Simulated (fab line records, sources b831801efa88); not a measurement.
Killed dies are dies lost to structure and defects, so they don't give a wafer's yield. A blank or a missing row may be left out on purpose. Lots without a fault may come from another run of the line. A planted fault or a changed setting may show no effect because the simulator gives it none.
A struck lot beside a sound one | flow sky130 | 31 steps out of a route of 708
Sound: wafers L224.1, L224.2, L224.5. Struck: wafers L231.2, L231.4, L231.5. The cause comes at the end.
At each step with rows: each side's tool, then ch and its chambers, then its first start. Under that, the readings that differ: sound wafers | struck wafers | difference of the means | sigmas: that difference in standard deviations of wafers without a fault.
alike: readings whose means differ by less than 2 such deviations, and words and numbers that are the same on both sides. not compared: withheld readings, readings that some wafer has no value for, bounds like >300 that may hide the same value, and numbers for which the record gives no deviation and whose values overlap.
The two part at a step that has a row with sigmas, a row that says differs or no value, or rows on one side only. Numbers that don't overlap but have no deviation are shown without sigmas and don't part them. A reading that every wafer of one side lacks parts them only if that side has two wafers or more.

SKY_FIELD_ISO_BOW_MEAS_00:
  sound on film_metro-02, day 2 11:00; struck on film_metro-03, day 3 22:01
  alike: INCOMING_BOW
then, 1 step without rows for these wafers: SKY_FIELD_ISO_OXIDATION_01 (stabilise 600 s, purge 300 s, target thk 12 nm).
SKY_FIELD_ISO_THK_MEAS_02:
  sound on film_metro-03, day 2 13:49; struck on film_metro-01, day 3 23:38
  alike: FIELD_ISO_OXIDATION_00_THK
SKY_FIELD_ISO_CVD_03: deposits Si3N4 from DCS/NH3, target thk 165 nm, time 2830 s.
  sound on lpcvd-02 ch 0, day 2 15:05; struck on lpcvd-02 ch 1, day 4 02:08
  reading                                     | sound             | struck            | difference | sigmas
  pressure_mtorr (mTorr)                      | 249.6 250.0 249.7 | 299.9 298.8 299.5 | +49.6      | +99 or more
  model.Si3N4_of_FIELD_ISO_CVD_03.thk_nm (nm) | 165.6 164.2 165.3 | 174.8 176.1 174.5 | +10.1      |
  alike: zone_power_centre_pct
SKY_FIELD_ISO_THK_MEAS_04:
  sound on film_metro-01, day 2 16:53; struck on film_metro-01, day 4 03:56
  reading                   | sound             | struck            | difference | sigmas
  FIELD_ISO_CVD_03_THK (nm) | 165.7 164.1 165.4 | 174.7 176.0 174.4 | +10.0      | +8
then, 8 steps without rows for these wafers: SKY_FIELD_ISO_DEHYDRATE_05 (time 60 s); SKY_FIELD_ISO_HMDS_06 (prime time 60 s); SKY_FIELD_ISO_COAT_07 (resist thk 60 nm); SKY_FIELD_ISO_COAT_08 (resist thk 450 nm); SKY_FIELD_ISO_SOFTBAKE_09 (time 90 s); SKY_FIELD_ISO_EXPOSE_10 (exposes mask FOM, target cd 150 nm); SKY_FIELD_ISO_PEB_11; SKY_FIELD_ISO_DEVELOP_12 (develop time 60 s).
SKY_FIELD_ISO_CD_MEAS_13: target cd 150 nm.
  sound on cd_sem-02, day 3 08:16; struck on cd_sem-02, day 4 21:15
  alike: cd_nm
SKY_FIELD_ISO_ETCH_14: etches BARC in N2/H2, stops on SiO2, time 45.9 s, target depth 60 nm.
  sound on rie_diel-04 ch 0,1, day 3 08:23; struck on rie_diel-03 ch 0,2,3, day 4 21:21
  alike: drypump_motor_current_A, oes_product_au, throttle_valve_pct
  not compared: rf_hours_counter_h
SKY_FIELD_ISO_ETCH_15: etches the open film in CHF3/O2, stops on Si, target depth 180 nm, time 72 s.
  sound on rie_diel-04 ch 0,1, day 3 08:26; struck on rie_diel-03 ch 0,2,3, day 4 21:23
  reading                  | sound             | struck            | difference | sigmas
  oes_product_au (a.u.)    | 0.950 0.944 0.941 | 0.977 0.984 0.981 | +0.036     | +5
  model.etch.depth_nm (nm) | 165.6 164.2 165.3 | 174.8 176.1 174.5 | +10.1      |
  alike: O2_flow_sccm, drypump_motor_current_A, throttle_valve_pct
  not compared: rf_hours_counter_h
SKY_FIELD_ISO_STRIP_16: strips in O2/N2.
  sound on plasma_asher-01 ch 0,1, day 3 08:29; struck on plasma_asher-04 ch 0,1, day 4 21:27
  alike: drypump_motor_current_A, oes_product_au, strip_time_to_endpoint_s
  not compared: rf_hours_counter_h
SKY_FIELD_ISO_ETCH_17: etches Si in HBr/Cl2/O2, target depth 342 nm, time 97.7 s.
  sound on rie_si-02 ch 0,1,3, day 3 08:35; struck on rie_si-01 ch 0,1,3, day 4 21:33
  alike: O2_flow_sccm, drypump_motor_current_A, mfc_cl2_sccm, oes_product_au, throttle_valve_pct
  not compared: rf_hours_counter_h
then, 5 steps without rows for these wafers: SKY_FIELD_ISO_WET_ETCH_18 (etches Si3N4 in H3PO4, target depth 25 nm, time 286 s); SKY_FIELD_ISO_CLEAN_19 (cleans in SC1/SC2, time 150 s); SKY_FIELD_ISO_CLEAN_20 (cleans in dHF, time 20 s); SKY_FIELD_ISO_WET_ETCH_21 (etches SiO2 in dHF, target depth 20 nm, time 400 s); SKY_FIELD_ISO_OXIDATION_22 (stabilise 600 s, purge 300 s, target thk 10 nm).
SKY_FIELD_ISO_THK_MEAS_23:
  sound on film_metro-01, day 3 11:13; struck on film_metro-01, day 4 23:29
  alike: FIELD_ISO_OXIDATION_01_THK
then, 1 step without rows for these wafers: SKY_FIELD_ISO_CVD_24 (deposits SiO2, target thk 595 nm, time 99.2 s).
SKY_FIELD_ISO_THK_MEAS_25:
  sound on film_metro-03, day 3 11:21; struck on film_metro-03, day 4 23:37
  alike: FIELD_ISO_CVD_24_THK
then, 1 step without rows for these wafers: SKY_FIELD_ISO_ANNEAL_26 (time 1800 s).
SKY_FIELD_ISO_CMP_27: polishes, stops on Si3N4, t overpolish 16 s, target thk 457.8 nm.
  sound on cmp-02 ch 1,2,3, day 3 13:01; struck on cmp-01 ch 1,2,3, day 5 02:31
  alike: motor_current_A, platen_rpm, slurry_filter_dp_kPa
SKY_FIELD_ISO_WET_ETCH_28: etches SiO2 in dHF, target depth 23.7 nm, time 47 s.
  sound on wet_bench-02 ch 1, day 3 13:13; struck on wet_bench-01 ch 1, day 5 02:46
  reading                                     | sound             | struck          | difference | sigmas
  model.Si3N4_of_FIELD_ISO_CVD_03.thk_nm (nm) | 118.5 117.3 118.2 | 128.8 130 128.5 | +11.1      |
then, 1 step without rows for these wafers: SKY_FIELD_ISO_WET_ETCH_29 (etches Si3N4 in H3PO4, target depth 160 nm, time 1825 s).
-- the record jumps here: 44 days lie between the struck wafers' starts before and after (it left off in module FIELD_ISO and takes up again in module PAD_OPEN, whose first step shown is number 708 of the route) --
SKY_PAD_OPEN_PROBE_99:
  sound on prober-02, day 47 07:15; struck on prober-02, day 48 17:51
  reading                                   | sound               | struck               | difference | sigmas
  model.etest.sram_nfet_pass.off_log10_a_um | -12.39 -12.66 -12.6 | -13.02 -13.25 -13.11 | -0.58      |
  alike: killed_at_M0_to_M3, killed_at_M4_up, killed_at_contacts, killed_at_front_end, killed_at_other, killed_dies, killed_open, killed_short
  not compared: model.etest.pfet_16v.r_on_ohm_um, model.etest.field_n.vt_v

WHERE THEY PART
First at SKY_FIELD_ISO_CVD_03; last, within this record, at SKY_FIELD_ISO_ETCH_15. Later steps at which nothing parts them and some readings are alike: SKY_FIELD_ISO_STRIP_16, SKY_FIELD_ISO_ETCH_17, SKY_FIELD_ISO_THK_MEAS_23, SKY_FIELD_ISO_THK_MEAS_25, SKY_FIELD_ISO_CMP_27, SKY_PAD_OPEN_PROBE_99.

WHY: what the simulator had put in
Process parameter drift: lpcvd-02, from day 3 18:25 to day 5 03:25, at SKY_FIELD_ISO_CVD_03. Setting pressure_mtorr, moved by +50, from 250. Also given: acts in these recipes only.
